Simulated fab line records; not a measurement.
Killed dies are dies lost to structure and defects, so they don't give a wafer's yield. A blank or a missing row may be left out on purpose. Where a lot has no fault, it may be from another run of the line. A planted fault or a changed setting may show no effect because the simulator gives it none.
Matching of chambers || flow sky130 || 4 sister chambers for SKY_VIA3_CMP_02 on cmp-02
The step polishes SiO2. 8 wafers are shown with their chamber, then 7 later ones without.

## EACH WAFER AND ITS CHAMBER
{"wafer": "L440.5", "chamber": 1, "motor_current_A (A)": 11.1, "retaining_ring_pressure_frac": 0.992}
{"wafer": "L442.1", "chamber": 3, "motor_current_A (A)": 11.9, "retaining_ring_pressure_frac": 1.004}
{"wafer": "L442.3", "chamber": 1, "motor_current_A (A)": 11.3, "retaining_ring_pressure_frac": 1.002}
{"wafer": "L444.2", "chamber": 2, "motor_current_A (A)": 12.4, "retaining_ring_pressure_frac": 0.997}
{"wafer": "L444.3", "chamber": 3, "motor_current_A (A)": 11.6, "retaining_ring_pressure_frac": 0.996}
{"wafer": "L444.6", "chamber": 0, "motor_current_A (A)": 10.3, "retaining_ring_pressure_frac": 0.997}
{"wafer": "L445.2", "chamber": 0, "motor_current_A (A)": 10.6, "retaining_ring_pressure_frac": 1.005}
{"wafer": "L445.3", "chamber": 2, "motor_current_A (A)": 11.9, "retaining_ring_pressure_frac": 1.004}

## WAFERS WITH NO CHAMBER GIVEN
{"wafer": "L445.4", "motor_current_A (A)": 11.8, "retaining_ring_pressure_frac": 0.989}
{"wafer": "L450.1", "motor_current_A (A)": 10.4, "retaining_ring_pressure_frac": 1.006}
{"wafer": "L450.3", "motor_current_A (A)": 11.9, "retaining_ring_pressure_frac": 1.004}
{"wafer": "L450.5", "motor_current_A (A)": 12.6, "retaining_ring_pressure_frac": 1.004}
{"wafer": "L460.1", "motor_current_A (A)": 11.7, "retaining_ring_pressure_frac": 1.003}
{"wafer": "L460.3", "motor_current_A (A)": 10.6, "retaining_ring_pressure_frac": 0.998}
{"wafer": "L460.6", "motor_current_A (A)": 12.6, "retaining_ring_pressure_frac": 1.006}

## WHICH CHAMBER EACH ONE RAN IN
{"wafer": "L445.4", "from the rows above": "can't be placed: 3 or 2 or 1", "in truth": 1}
{"wafer": "L450.1", "from the rows above": 0, "in truth": 0}
{"wafer": "L450.3", "from the rows above": "can't be placed: 3 or 2", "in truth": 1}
{"wafer": "L450.5", "from the rows above": "can't be placed: 2 or 3", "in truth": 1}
{"wafer": "L460.1", "from the rows above": "can't be placed: 3 or 2 or 1", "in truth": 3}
{"wafer": "L460.3", "from the rows above": "can't be placed: 0 or 1", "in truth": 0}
{"wafer": "L460.6", "from the rows above": "can't be placed: 2 or 3", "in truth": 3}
Correct placement for 1 of the 7. Not placeable from these rows: 6 (in 4, the candidates include the true chamber). Placed wrongly: 0.
How it was worked out, from the rows above alone: a wafer's distance from a chamber is the root of the sum, over the readings, of the square of ((its reading less the chamber's mean) divided by the reading's scatter). The wafer belongs to the nearest chamber; if the next one is less than 2 further off, it can't be placed. The mean given for a chamber averages the wafers shown for that chamber. How the scatter is found: for the shown wafers, subtract from each reading the mean of its chamber, square and add these, divide the total by (wafers less chambers), then take the root.
